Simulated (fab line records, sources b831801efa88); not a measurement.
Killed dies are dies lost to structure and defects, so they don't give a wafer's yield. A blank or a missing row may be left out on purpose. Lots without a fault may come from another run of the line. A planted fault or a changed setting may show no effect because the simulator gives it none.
Chamber matching | flow sky130 | SKY_FIELD_ISO_CMP_27 on cmp-02: 4 sister chambers
The step polishes, stops on Si3N4, t overpolish 16 s, target thk 457.8 nm. 4 wafers are shown with their chamber, then 7 later ones without.

WAFERS WITH THEIR CHAMBER
wafer  | chamber | motor_current_A (A)
L935.1 | 2       | 10.1
L935.3 | 3       | 14.8
L936.1 | 1       | 11.4
L936.5 | 0       | 11.3

WAFERS WITHOUT THEIR CHAMBER
wafer  | motor_current_A (A)
L936.6 | 10.5
L940.1 | 9.8
L940.2 | 10.6
L940.3 | 14.3
L943.2 | 11.5
L943.4 | 11.6
L943.5 | 10.0

WHICH CHAMBER EACH WENT THROUGH
wafer  | from the rows above          | in truth
L936.6 | can't be placed: 2 or 0 or 1 | 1
L940.1 | 2                            | 2
L940.2 | can't be placed: 2 or 0 or 1 | 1
L940.3 | 3                            | 3
L943.2 | can't be placed: 1 or 0      | 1
L943.4 | can't be placed: 1 or 0      | 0
L943.5 | 2                            | 2
Placed correctly: 3 of 7. Can't be placed from these rows: 4 (the true chamber is among the candidates in 4). Placed wrongly: 0.
How it was worked out, from the rows above alone: a wafer's distance from a chamber is the root of the sum, over the readings, of the square of ((its reading less the chamber's mean) divided by the reading's scatter). The wafer belongs to the nearest chamber; if the next one is less than 2 further off, it can't be placed. A chamber's mean is the mean of its shown wafers. The scatter: with one shown wafer a chamber, the root of the mean of the squares of how far each hidden wafer lies from its nearest shown one.
